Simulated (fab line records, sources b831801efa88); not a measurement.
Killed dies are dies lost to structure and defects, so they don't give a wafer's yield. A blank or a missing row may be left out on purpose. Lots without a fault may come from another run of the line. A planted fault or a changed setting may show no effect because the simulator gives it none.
fab line records | flow sfq_line
record lots=11 wafers=33 last_day=82
route steps=325 shown M7@289
lots that met no fault: from a run of the same line without faults
start_h: hours from the record's first day to the start of the lot's first wafer shown | wait_h: hours since the lot's step before | " the same as in the row above | L1.1+2: a row that stands for several wafers | - no value, or no start given | * or withheld: withheld | < > ~ a bound
route shown NAME@n: a module of which the file shows steps, and the number in the route of the first | usual: mean/standard deviation of fault-free wafers | same: alike in all rows | chamber/n: place in a boat | sites: the reading at each site | _std_site: their standard deviation | _edge_site: outer sites' mean less inner sites' | radius_mm: how far each site lies from the wafer's centre | mask NAME#n: copy n | behind: the tool/chamber that last shaped the wafer | hold: why the lot was held/for how many hours/how that ended | device: the transistor (n, p or np) that didn't switch | end of line: the same wafers' tests at the end of the route | a step without rows: its recipe alone | killed: dies lost to structure and defects at the first sort, not the wafer's yield | map: a wafer's dies, x killed, . not, _ none there
set.NAME: the setting as run; set.NAME@STEP: as run at that earlier step | model.NAME: the simulator's own value behind a step, which no gauge read
steps of the route over a sample of lots; a table a step, a row a wafer
## steps
# step SFQ_TRILAYER_M7_LITHO_PEB_180
# recipe peb_temp_c=115 peb_time_s=60 resist=KrF
# usual exhaust_pa=45.3/0.86 heater_power_total_W=79.16/0.067 resist_line_temp_C=23.02/0.1
# columns lot.wafer tool chamber start_h wait_h exhaust_pa heater_power_total_W resist_line_temp_C
L129.1 litho_track-03 0 1647.47 1.0 47.1 79.16 23.01
L129.2 " 0 " " 44.8 78.99 23.01
L129.5 " 0 " " 45.4 79.22 23.00
L130.1 litho_track-03 0 1659.47 1.0 44.6 79.22 23.03
L130.2 " 0 " " 45.6 79.21 23.02
L130.3 " 0 " " 45.5 79.13 22.96
L131.2 litho_track-04 0 1663.09 0.8 44.8 79.25 23.03
L131.4 " 0 " " 43.8 79.20 23.11
L131.6 " 0 " " 44.0 79.15 23.05
L132.3 litho_track-01 0 1689.15 0.7 46.4 79.18 22.97
L132.4 " 0 " " 44.5 79.17 22.90
L132.6 " 0 " " 45.8 79.16 23.02
L141.1 litho_track-04 0 1753.69 1.0 45.5 79.18 22.92
L141.3 " 0 " " 45.0 79.19 23.11
L141.4 " 0 " " 45.1 80.55 23.05
L142.3 litho_track-04 0 1759.29 0.7 47.6 79.12 23.11
L142.4 " 0 " " 44.3 80.46 23.03
L142.5 " 0 " " 44.5 80.54 23.13
L145.1 litho_track-03 0 1767.74 1.0 45.8 79.09 23.00
L145.5 " 0 " " 46.1 79.27 22.98
L145.6 " 0 " " 44.9 79.12 23.06
L147.1 litho_track-03 0 1779.74 1.0 45.9 78.99 22.98
L147.2 " 0 " " 45.4 79.16 23.04
L147.3 " 0 " " 44.9 79.08 23.09
L148.1 litho_track-01 0 1786.94 1.0 44.8 79.07 23.12
L148.5 " 0 " " 45.1 79.19 23.01
L148.6 " 0 " " 44.5 79.19 23.15
L151.2 litho_track-01 0 1815.77 0.8 44.8 79.20 22.87
L151.4 " 0 " " 47.2 79.03 23.02
L151.6 " 0 " " 44.5 79.18 22.98
L152.2 litho_track-01 0 1822.97 0.8 44.4 79.18 23.21
L152.3 " 0 " " 45.6 79.20 22.99
L152.4 " 0 " " 45.6 79.22 23.21
## key
first_sign step=SFQ_TRILAYER_M7_LITHO_PEB_180 reading=heater_power_total_W direction=up sigmas=20 usual=79.16 struck=80.52
effect none on later readings
met_at SFQ_TRILAYER_M7_LITHO_PEB_180
struck_lots L141,L142
struck_wafers L141.4,L142.4,L142.5
onset_between 1663.09 1753.69
fault kind=process_parameter_drift tool=litho_track-04 chamber=- onset_h=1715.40 steps=SFQ_TRILAYER_M7_LITHO_PEB_180 channel=peb_time_s offset=* shape=step end_h=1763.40 scope=struck_wafers_only acts_in=* stated=*
